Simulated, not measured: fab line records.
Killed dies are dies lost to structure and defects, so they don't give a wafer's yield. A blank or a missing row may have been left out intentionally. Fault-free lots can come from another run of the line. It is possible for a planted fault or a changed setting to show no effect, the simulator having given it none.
Which tool did it? -- flow gf180mcu -- 39 wafers from 13 lots sampled at 5 of the route's 602 steps

== WHAT THE GAUGES SHOWED, per wafer ==
GF_VT_IMPLANT_OVL_MEAS_18. Usual: VT_IMPLANT_01_OVL typically reads 1.0 nm, with standard deviation 1.2.
lot,measured,on,VT_IMPLANT_01_OVL (nm),flag
L806,day 6 01:22,overlay-02,-0.3 0.6 -1.2,
L808,day 6 18:29,overlay-01,1.1 2.9 2.8,
L809,day 6 21:15,overlay-01,-1.5 -1.1 -0.3,
L811,day 7 14:32,overlay-02,-0.5 -0.6 0.7,
L813,day 8 04:52,overlay-01,1.6 1.6 3.0,
L815,day 8 13:43,overlay-01,-0.1 3.1 0.0,
L816,day 8 18:43,overlay-02,1.9 0.5 1.4,
L817,day 9 05:40,overlay-02,1.3 0.4 0.4,
L818,day 9 10:07,overlay-01,0.0 0.1 2.1,
L821,day 10 03:43,overlay-02,1.1 0.3 0.3,
L822,day 10 08:57,overlay-02,-0.1 -0.4 -0.2,
L826,day 11 10:39,overlay-01,3.0 2.2 1.5,
L828,day 12 01:55,overlay-01,0.5 1.6 0.5,

GF_VT_IMPLANT_TW_MEAS_21. Usual: VT_IMPLANT_2_TW typically reads 1204, with standard deviation 11.
lot,measured,on,VT_IMPLANT_2_TW,flag
L806,day 6 01:39,film_metro-01,1202 1202 1200,
L808,day 6 18:47,film_metro-01,1203 1213 1204,
L809,day 6 21:32,film_metro-04,1194 1197 1193,
L811,day 7 14:50,film_metro-01,1212 1214 1214,
L813,day 8 05:10,film_metro-04,1198 1201 1206,
L815,day 8 14:01,film_metro-04,1204 1198 1204,
L816,day 8 19:00,film_metro-02,1210 1205 1203,
L817,day 9 05:58,film_metro-01,1197 1201 1202,
L818,day 9 10:25,film_metro-02,1257 1258 1258,OFF
L821,day 10 04:01,film_metro-02,1255 1259 1257,OFF
L822,day 10 09:14,film_metro-01,1203 1193 1202,
L826,day 11 10:56,film_metro-01,1187 1189 1188,
L828,day 12 02:13,film_metro-02,1221 1222 1230,

== WHICH TOOL RAN EACH LOT (tool, then ch and the chambers of the sampled wafers, then the start) ==
lot,GF_STI_CMP_25,GF_MVSD_STRIP_10,GF_VT_IMPLANT_IMPLANT_19
L806,"cmp-02 ch 0,1,3, day 2 03:19","plasma_asher-02 ch 0,1, day 4 07:39","implanter-03 ch 0, day 6 01:24"
L808,"cmp-01 ch 0,1,2, day 2 15:14","plasma_asher-04 ch 0,1, day 4 22:12","implanter-04 ch 0, day 6 18:32"
L809,"cmp-02 ch 0,1,2, day 2 19:39","plasma_asher-02 ch 0,1, day 5 01:38","implanter-02 ch 0, day 6 21:18"
L811,"cmp-02 ch 0,1, day 3 07:17","plasma_asher-01 ch 0,1, day 5 17:29","implanter-02 ch 0, day 7 14:35"
L813,"cmp-02 ch 1,2, day 3 16:55","plasma_asher-02 ch 1, day 6 05:46","implanter-02 ch 0, day 8 04:55"
L815,"cmp-01 ch 1,2,3, day 4 03:32","plasma_asher-04 ch 0,1, day 6 14:17","implanter-04 ch 0, day 8 13:48"
L816,"cmp-01 ch 0,3, day 4 07:05","plasma_asher-04 ch 0,1, day 6 19:36","implanter-03 ch 0, day 8 18:45"
L817,"cmp-02 ch 0,2,3, day 4 16:21","plasma_asher-02 ch 0,1, day 7 05:36","implanter-04 ch 0, day 9 05:43"
L818,"cmp-01 ch 1,3, day 4 19:13","plasma_asher-02 ch 0,1, day 7 08:38","implanter-04 ch 0, day 9 10:12"
L821,"cmp-01 ch 1,2,3, day 5 09:17","plasma_asher-04 ch 0,1, day 8 00:58","implanter-04 ch 0, day 10 03:46"
L822,"cmp-02 ch 0,1,2, day 5 13:37","plasma_asher-02 ch 0,1, day 8 06:13","implanter-03 ch 0, day 10 09:00"
L826,"cmp-02 ch 0,1,3, day 6 10:14","plasma_asher-01 ch 0,1, day 9 04:45","implanter-02 ch 0, day 11 10:42"
L828,"cmp-02 ch 0,3, day 6 21:35","plasma_asher-02 ch 0,1, day 9 18:31","implanter-02 ch 0, day 12 01:59"
- GF_STI_CMP_25: polishes, stops on Si3N4, t overpolish 33 s, target thk 524.6 nm.
- GF_MVSD_STRIP_10: strips in O2/N2.
- GF_VT_IMPLANT_IMPLANT_19

== AS READ BY THE TOOLS THEMSELVES (means over the sampled wafers that have a number; for cases with no such wafer, the mark the record gives instead) ==
GF_STI_CMP_25. Usual: motor_current_A 11.8 A, standard deviation 0.98; overpolish_run_s 32.999 s, standard deviation 0.0093; time_to_endpoint_s 120 s, standard deviation 4.7.
lot,tool,motor_current_A (A),overpolish_run_s (s),time_to_endpoint_s (s),flag
L806,cmp-02,11.7,33.000,116,
L808,cmp-01,11.9,32.996,126,
L809,cmp-02,11.3,33.005,118,
L811,cmp-02,11.0,33.004,119,
L813,cmp-02,11.0,32.997,124,
L815,cmp-01,12.6,32.994,119,
L816,cmp-01,11.7,33.000,116,
L817,cmp-02,12.0,33.004,120,
L818,cmp-01,12.6,32.996,115,
L821,cmp-01,12.7,32.993,116,
L822,cmp-02,11.5,32.996,125,
L826,cmp-02,11.9,32.991,126,
L828,cmp-02,12.5,32.998,123,

GF_MVSD_STRIP_10. Usual: chamber_pressure_mTorr 1499.9 mTorr, standard deviation 1.3; drypump_motor_current_A 6.08 A, standard deviation 0.21; heater_power_w 341 W, standard deviation 33; oes_product_au 0.723 a.u., standard deviation 0.0045; strip_time_to_endpoint_s 36.95 s, standard deviation 0.12.
lot,tool,chamber_pressure_mTorr (mTorr),drypump_motor_current_A (A),heater_power_w (W),oes_product_au (a.u.),strip_time_to_endpoint_s (s),flag
L806,plasma_asher-02,1499.6,6.07,345,0.728,36.89,
L808,plasma_asher-04,1499.8,6.15,310,0.725,36.98,
L809,plasma_asher-02,1499.4,6.06,347,0.724,37.09,
L811,plasma_asher-01,1500.4,6.19,383,0.723,36.96,
L813,plasma_asher-02,1500.9,5.99,375,0.725,36.98,
L815,plasma_asher-04,1498.5,6.15,315,0.723,36.94,
L816,plasma_asher-04,1500.5,6.12,302,0.722,37.07,
L817,plasma_asher-02,1500.3,6.05,359,0.727,36.90,
L818,plasma_asher-02,1500.5,6.04,354,0.718,37.02,
L821,plasma_asher-04,1500.0,6.12,302,0.721,36.94,
L822,plasma_asher-02,1500.9,6.03,358,0.721,36.88,
L826,plasma_asher-01,1498.0,6.17,380,0.722,37.10,
L828,plasma_asher-02,1499.6,6.03,355,0.723,36.78,

GF_VT_IMPLANT_IMPLANT_19. Usual: beam_energy_keV reads 100.00 (standard deviation 0.034).
lot,tool,beam_energy_keV,flag
L806,implanter-03,100.00,
L808,implanter-04,100.02,
L809,implanter-02,100.00,
L811,implanter-02,99.98,
L813,implanter-02,99.96,
L815,implanter-04,99.97,
L816,implanter-03,100.04,
L817,implanter-04,99.98,
L818,implanter-04,111.62,OFF
L821,implanter-04,111.65,OFF
L822,implanter-03,99.96,
L826,implanter-02,100.03,
L828,implanter-02,99.97,

== THE ANSWER, worked out from the rows above alone ==
Rule: a lot is off if the mean of its wafers that have a number lies more than 3 standard deviations from the usual mean. Also off: a lot with no number at a reading for which 4 or more lots have one. The other lots that the step has rows for count as sound. The gauges are gone through in route order, then the tools' own readings, and for those a lot's mean is taken as printed above. At the first step where some lot is off, the reading lying furthest off is the one used; lots without a number count as furthest.
Off: L818, L821, seen at GF_VT_IMPLANT_TW_MEAS_21 (VT_IMPLANT_2_TW).
If a tool, at a process step before that reading, ran all the lots that are off and no sound lot after the first of them, it fits. The gauges at GF_VT_IMPLANT_TW_MEAS_21 aren't tried: what is off there is off at GF_VT_IMPLANT_IMPLANT_19 too, on other tools, and a gauge's error can't cause that. This does not decide it: 2 tools fit, namely cmp-01 at GF_STI_CMP_25 and implanter-04 at GF_VT_IMPLANT_IMPLANT_19.

== WHAT HAD BEEN PUT IN BY THE SIMULATOR ==
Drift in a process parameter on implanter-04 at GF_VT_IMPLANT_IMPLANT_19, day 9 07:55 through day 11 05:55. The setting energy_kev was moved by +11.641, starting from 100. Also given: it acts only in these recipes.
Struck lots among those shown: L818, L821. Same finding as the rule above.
